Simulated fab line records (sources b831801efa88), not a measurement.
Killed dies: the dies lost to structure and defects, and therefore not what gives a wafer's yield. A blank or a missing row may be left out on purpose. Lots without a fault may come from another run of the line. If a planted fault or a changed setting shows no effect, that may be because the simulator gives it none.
Problem report in the 8D (eight disciplines) form, filled by code    flow sfq line    the parts of the form that need people (team, actions taken, sign-off) are left out

== 1. WHAT WENT WRONG ==
thk nm at SFQ_TRILAYER_I4_METRO_MEASURE_101 reads a mean of 181.3 nm on 6 wafers of 2 lots; wafers without a fault read 200.1 nm with a standard deviation of 1.4. That is -13 standard deviations from the usual mean.
First seen on wafer L500.3, day 40 07:06, on film metro-01. At this step, 42 wafers from 14 lots have a number in the record. The rule behind "out" and "out of limits": a value lying over 4 standard deviations away from the usual mean. Any other wafer with a number is counted as sound.

== 2. WHAT IT IS, WHAT IT ISN'T ==
question                     is                            is not
which readings at this step  thk nm                        -
which lots                   L500, L501                    L483, L484, L486, L488, L489, L491, L492, L494, L495, L504, L505, L506
which wafers of those lots   all that have a number        -
read on which tools          film metro-01, film metro-04  film metro-02
when                         from day 40 07:06             up to then (27 sound wafers); but 9 sound wafers of L504, L505, L506 came after

== 3. WHAT RULES OUT EACH SUSPECT ==
Counting: a tool at a process step up to the reading stays a suspect if it ran every lot that is out and no sound lot after the first of them.
- cmp-02 at SFQ_TRILAYER_I4_CMP_CMP_100 (polishes SiO2): kept. It ran every lot that is out, first L500 (day 40 04:35), and no sound lot after that; its last sound lot up to then is L494 (day 38 11:35).
Remaining after the count: cmp-02 at SFQ_TRILAYER_I4_CMP_CMP_100.

== 4. THE CAUSE (what the simulator had put in) ==
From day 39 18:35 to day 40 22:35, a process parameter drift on cmp-02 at SFQ_TRILAYER_I4_CMP_CMP_100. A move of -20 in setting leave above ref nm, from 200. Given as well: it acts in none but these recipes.
Only this tool survived the counting.

== 5. THE EFFECT CHAIN, in route order ==
One row per reading whose mean, taken over the struck wafers that have a number, lies over 3 standard deviations from the usual. Only readings for which the record gives a usual standard deviation are gone through. hours: the time from each lot's start at the first step in this table that gives one to its start at this step, as a median over the lots. sigmas: the change in usual standard deviations.
hours  step                                   reading         usual       on struck wafers  change  sigmas
0      SFQ_TRILAYER_I4_METRO_MEASURE_101      thk nm          200.1 nm    181.3             -18.8   -13
117    SFQ_TRILAYER_I4_VIA_ETCH_VIA_ETCH_106  oes product au  0.854 a.u.  0.811             -0.043  -8.0
The process steps in it:
- SFQ_TRILAYER_I4_METRO_MEASURE_101
- SFQ_TRILAYER_I4_VIA_ETCH_VIA_ETCH_106: etches SiO2 in CHF3, stops on Nb, target depth 260 nm.

== 6. WHAT WOULD HAVE CAUGHT IT SOONER ==
In this record the first reading out of limits was taken at day 40 07:06, 13 hours after the fault began at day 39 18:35.
Of the tool readings at SFQ_TRILAYER_I4_CMP_CMP_100 for which the record gives a usual standard deviation, none was out on any struck wafer, so an alarm limit of 4 standard deviations on them would not have fired.
Among the 2 lots that are out, L501 began SFQ_TRILAYER_I4_CMP_CMP_100 on cmp-02 after day 40 07:06. Holding the tool at that time would have saved it.
